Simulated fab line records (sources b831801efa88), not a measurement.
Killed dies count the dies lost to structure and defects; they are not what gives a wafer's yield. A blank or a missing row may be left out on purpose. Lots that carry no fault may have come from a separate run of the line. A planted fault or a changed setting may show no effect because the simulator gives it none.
Which of the tools did it? / flow gf180mcu / 12 lots, 36 wafers sampled, at 3 steps of a route of 602

== WHAT THE GAUGES READ, wafer by wafer ==
GF_CONTACT_OVL_MEAS_15.
lot=L075; measured=day 16 08:08; on=overlay-01; CONTACT_OVL (nm)=-10 -10 -8
lot=L077; measured=day 17 03:43; on=overlay-01; CONTACT_OVL (nm)=3 -6 -1
lot=L079; measured=day 18 00:28; on=overlay-01; CONTACT_OVL (nm)=2 3 7
lot=L081; measured=day 18 21:37; on=overlay-02; CONTACT_OVL (nm)=-7 -1 -10
lot=L083; measured=day 19 07:31; on=overlay-01; CONTACT_OVL (nm)=1 6 3
lot=L085; measured=day 20 08:28; on=overlay-02; CONTACT_OVL (nm)=3 4 5
lot=L087; measured=day 20 17:38; on=overlay-02; CONTACT_OVL (nm)=0 1 1
lot=L089; measured=day 21 15:28; on=overlay-02; CONTACT_OVL (nm)=2 -1 4
lot=L091; measured=day 22 07:14; on=overlay-02; CONTACT_OVL (nm)=6 14 8
lot=L093; measured=day 22 22:52; on=overlay-01; CONTACT_OVL (nm)=8 11 1
lot=L095; measured=day 23 13:16; on=overlay-01; CONTACT_OVL (nm)=-5 4 2
lot=L097; measured=day 24 13:37; on=overlay-02; CONTACT_OVL (nm)=-15 -10 -7

== WHAT TOOL EACH LOT RAN ON (gives the tool, then ch and the chambers of the sampled wafers, and finally the start) ==
lot=L075; GF_STI_STRIP_15=plasma-asher-02 ch 0,1, day 2 06:47; GF_LVPWELL_STRIP_10=plasma-asher-04 ch 0,1, day 4 02:02
lot=L077; GF_STI_STRIP_15=plasma-asher-02 ch 0,1, day 2 17:13; GF_LVPWELL_STRIP_10=plasma-asher-01 ch 0,1, day 4 13:05
lot=L079; GF_STI_STRIP_15=plasma-asher-03 ch 0,1, day 3 03:25; GF_LVPWELL_STRIP_10=plasma-asher-03 ch 0,1, day 5 00:29
lot=L081; GF_STI_STRIP_15=plasma-asher-03 ch 0,1, day 3 13:37; GF_LVPWELL_STRIP_10=plasma-asher-03 ch 0,1, day 5 14:05
lot=L083; GF_STI_STRIP_15=plasma-asher-03 ch 0,1, day 3 23:17; GF_LVPWELL_STRIP_10=plasma-asher-01 ch 0,1, day 5 22:29
lot=L085; GF_STI_STRIP_15=plasma-asher-02 ch 0,1, day 4 10:22; GF_LVPWELL_STRIP_10=plasma-asher-03 ch 0,1, day 6 10:41
lot=L087; GF_STI_STRIP_15=plasma-asher-04 ch 0,1, day 4 19:37; GF_LVPWELL_STRIP_10=plasma-asher-03 ch 0,1, day 6 22:30
lot=L089; GF_STI_STRIP_15=plasma-asher-03 ch 1, day 5 06:48; GF_LVPWELL_STRIP_10=plasma-asher-04 ch 0,1, day 7 10:11
lot=L091; GF_STI_STRIP_15=plasma-asher-02 ch 0,1, day 5 17:28; GF_LVPWELL_STRIP_10=plasma-asher-01 ch 0,1, day 7 20:19
lot=L093; GF_STI_STRIP_15=plasma-asher-03 ch 0, day 6 03:15; GF_LVPWELL_STRIP_10=plasma-asher-04 ch 0,1, day 8 08:16
lot=L095; GF_STI_STRIP_15=plasma-asher-03 ch 0,1, day 6 13:37; GF_LVPWELL_STRIP_10=plasma-asher-03 ch 0, day 8 18:53
lot=L097; GF_STI_STRIP_15=plasma-asher-02 ch 0,1, day 7 01:27; GF_LVPWELL_STRIP_10=plasma-asher-01 ch 0,1, day 9 12:47
- GF_STI_STRIP_15: strips in O2/N2.
- GF_LVPWELL_STRIP_10: strips in O2/N2.

== THE ANSWER, worked out from the rows above alone ==
Rule: what is usual is taken from the lots themselves. The widest of any qualifying gaps counts: lots, ordered by their means at a reading, are off when they make up no more than a third of the lots, leave a main group of 4 or more, and stand apart from it by 3 or more times the standard deviation of that group's means. The tables above print the reading to a certain number of digits; a main group whose means all agree to those digits is not used. A lot without any number at a reading at which 4 lots or more have one is off too. The other lots that the step has rows for count as sound.
Across all readings shown, no lot is off: no conclusion can be drawn from this.

== WHAT WAS PUT IN BY THE SIMULATOR ==
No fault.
